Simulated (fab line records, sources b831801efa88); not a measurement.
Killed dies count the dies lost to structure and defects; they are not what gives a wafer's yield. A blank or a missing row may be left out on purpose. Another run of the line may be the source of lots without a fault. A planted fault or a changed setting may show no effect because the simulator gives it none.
Struck lot and sound lot, side by side ; flow gf180mcu ; 16 out of 602 route steps
Sound: the wafers L663.3, L663.4, L663.6. Wafers L665.2, L665.3, L665.6 were the ones struck. The cause is named last.
Per side, at each step with rows, come the tool, then ch with its chambers, and then its first start. Under that, the readings that differ: sound wafers ; struck wafers ; difference of the means ; sigmas: that difference in standard deviations of wafers without a fault.
alike: readings whose means differ by less than 2 such deviations, and words and numbers that are the same on both sides. not compared: withheld readings, readings that some wafer has no value for, bounds like >300 that may hide the same value, and numbers for which the record gives no deviation and whose values overlap.
Wherever a step has rows on one side only, a row that says differs or no value, or a row with sigmas, the two part there. Numbers that don't overlap but have no deviation are shown without sigmas and don't part them. Lack of a reading on every wafer of one side parts them only where that side has two or more wafers.

GF_M3_SPUTTER_04: material TiN, target thk 50 nm, time 41.7 s.
  struck on pvd_sputter-01, day 25 09:04; sound on pvd_sputter-02, day 24 13:51
  alike: cathode_dc_power_W, throttle_valve_pct
GF_M3_RS_MEAS_05: measures by four-point-probe.
  struck on film_metro-01, day 25 09:07; sound on film_metro-02, day 24 13:56
  alike: M3_ALCU_RS
GF_M3_THK_MEAS_06: measures by xrf.
  struck on film_metro-01, day 25 09:14; sound on film_metro-02, day 24 14:02
  alike: M3_ALCU_THK
then, 7 steps without rows for these wafers: GF_M3_DEHYDRATE_07 (time 60 s); GF_M3_HMDS_08 (prime time 60 s); GF_M3_COAT_09 (resist thk 1000 nm); GF_M3_SOFTBAKE_10 (time 60 s); GF_M3_EXPOSE_11 (exposes mask Metal3, target cd 280 nm); GF_M3_PEB_12 (peb time 90 s); GF_M3_DEVELOP_13 (develop time 60 s).
GF_M3_CD_MEAS_14: target cd 280 nm.
  struck on cd_sem-02, day 26 06:01; sound on cd_sem-01, day 25 10:54
  alike: cd_nm
GF_M3_OVL_MEAS_15:
  struck on overlay-02, day 26 06:07; sound on overlay-02, day 25 11:00
  alike: M3_OVL
GF_M3_METAL_ETCH_16: etches the open film in Cl2/BCl3, stops on SiO2, target depth 750.8 nm, time 125.1 s.
  sound on rie_metal-04 ch 0, day 25 11:07; struck on rie_metal-04 ch 0, day 26 06:12
reading;sound;struck;difference;sigmas
bias_w (W);140.0 139.9 139.8;188.0 187.6 187.9;+47.9;+99 or more
model.KrF_of_M3_COAT_09.thk_nm (nm);670.5 679.2 678;643.5 647.4 649.8;-29.0;
  alike: drypump_motor_current_A, oes_product_au, rf_fwd_power_W, throttle_valve_pct
  not compared: rf_hours_counter_h
GF_M3_STRIP_17: strips in O2/N2.
  sound on plasma_asher-01 ch 0,1, day 25 11:19; struck on plasma_asher-04 ch 0,1, day 26 06:25
reading;sound;struck;difference;sigmas
heater_power_w (W);325 323 307;263 264 278;-50;-2
oes_product_au (a.u.);0.535 0.534 0.534;0.518 0.516 0.515;-0.018;-4
strip_time_to_endpoint_s (s);7.26 7.33 7.32;6.97 7.01 7.03;-0.30;-7
  alike: drypump_motor_current_A
  not compared: rf_hours_counter_h
then, 1 step without rows for these wafers: GF_M3_STRIP_18 (strips in post etch residue remover, time 1200 s).
-- the record jumps here: 7 days lie between the struck wafers' starts before and after (it left off in module M3 and takes up again in module PASSIVATION, whose first step shown is number 602 of the route) --
GF_PASSIVATION_PROBE_99:
  rows exist in the record for the struck wafers here (prober-01, day 33 00:30), but not for the sound ones

== WHERE THEY PART ==
Earliest at GF_M3_METAL_ETCH_16; latest, in this record, at GF_PASSIVATION_PROBE_99.

WHY: the cause the simulator had injected
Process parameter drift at GF_M3_METAL_ETCH_16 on rie_metal-04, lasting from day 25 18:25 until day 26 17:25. From 140, the setting bias_w moved by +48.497. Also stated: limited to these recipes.
